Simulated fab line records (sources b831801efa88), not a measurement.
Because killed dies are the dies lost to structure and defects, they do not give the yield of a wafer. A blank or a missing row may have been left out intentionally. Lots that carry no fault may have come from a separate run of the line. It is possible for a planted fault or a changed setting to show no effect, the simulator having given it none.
Matching of chambers || flow sky130 || 3 sister chambers for SKY_CAPM_CVD_00 on pecvd-03
The step deposits SiO2, target thk 15.5 nm. 6 wafers are shown with their chamber, then 7 later ones without.

== EACH WAFER AND ITS CHAMBER ==
{"wafer": "L821.1", "chamber": 2, "heater_power_outer_w (W)": 383, "heater_power_w (W)": 637}
{"wafer": "L822.3", "chamber": 1, "heater_power_outer_w (W)": 450, "heater_power_w (W)": 674}
{"wafer": "L822.5", "chamber": 2, "heater_power_outer_w (W)": 474, "heater_power_w (W)": 739}
{"wafer": "L822.6", "chamber": 0, "heater_power_outer_w (W)": 541, "heater_power_w (W)": 845}
{"wafer": "L824.1", "chamber": 0, "heater_power_outer_w (W)": 505, "heater_power_w (W)": 797}
{"wafer": "L824.2", "chamber": 1, "heater_power_outer_w (W)": 534, "heater_power_w (W)": 775}

== WAFERS WITHOUT THEIR CHAMBER ==
{"wafer": "L824.4", "heater_power_outer_w (W)": 430, "heater_power_w (W)": 698}
{"wafer": "L827.1", "heater_power_outer_w (W)": 518, "heater_power_w (W)": 793}
{"wafer": "L827.3", "heater_power_outer_w (W)": 466, "heater_power_w (W)": 732}
{"wafer": "L827.6", "heater_power_outer_w (W)": 465, "heater_power_w (W)": 751}
{"wafer": "L829.2", "heater_power_outer_w (W)": 428, "heater_power_w (W)": 689}
{"wafer": "L829.4", "heater_power_outer_w (W)": 470, "heater_power_w (W)": 701}
{"wafer": "L829.6", "heater_power_outer_w (W)": 427, "heater_power_w (W)": 670}

== CHAMBER TAKEN BY EACH ==
{"wafer": "L824.4", "from the rows above": "can't be placed: 2 or 1", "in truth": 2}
{"wafer": "L827.1", "from the rows above": "can't be placed: 0 or 1 or 2", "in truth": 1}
{"wafer": "L827.3", "from the rows above": "can't be placed: 1 or 2 or 0", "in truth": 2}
{"wafer": "L827.6", "from the rows above": "can't be placed: 1 or 2 or 0", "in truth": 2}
{"wafer": "L829.2", "from the rows above": "can't be placed: 2 or 1", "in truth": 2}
{"wafer": "L829.4", "from the rows above": "can't be placed: 1 or 2 or 0", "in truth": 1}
{"wafer": "L829.6", "from the rows above": "can't be placed: 2 or 1", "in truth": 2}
Correctly placed: 0 of 7. Cannot be placed on the basis of these rows: 7; the candidates contain the true chamber in 7. Number placed wrongly: 0.
How it was worked out, from the rows above alone: a wafer's distance from a chamber is the root of the sum, over the readings, of the square of ((its reading less the chamber's mean) divided by the reading's scatter). If the next closest chamber is less than 2 further off than the closest, the wafer can't be placed; otherwise it belongs to the closest. Each chamber's mean is taken over the wafers shown for it. How the scatter is found: for the shown wafers, subtract from each reading the mean of its chamber, square and add these, divide the total by (wafers less chambers), then take the root.
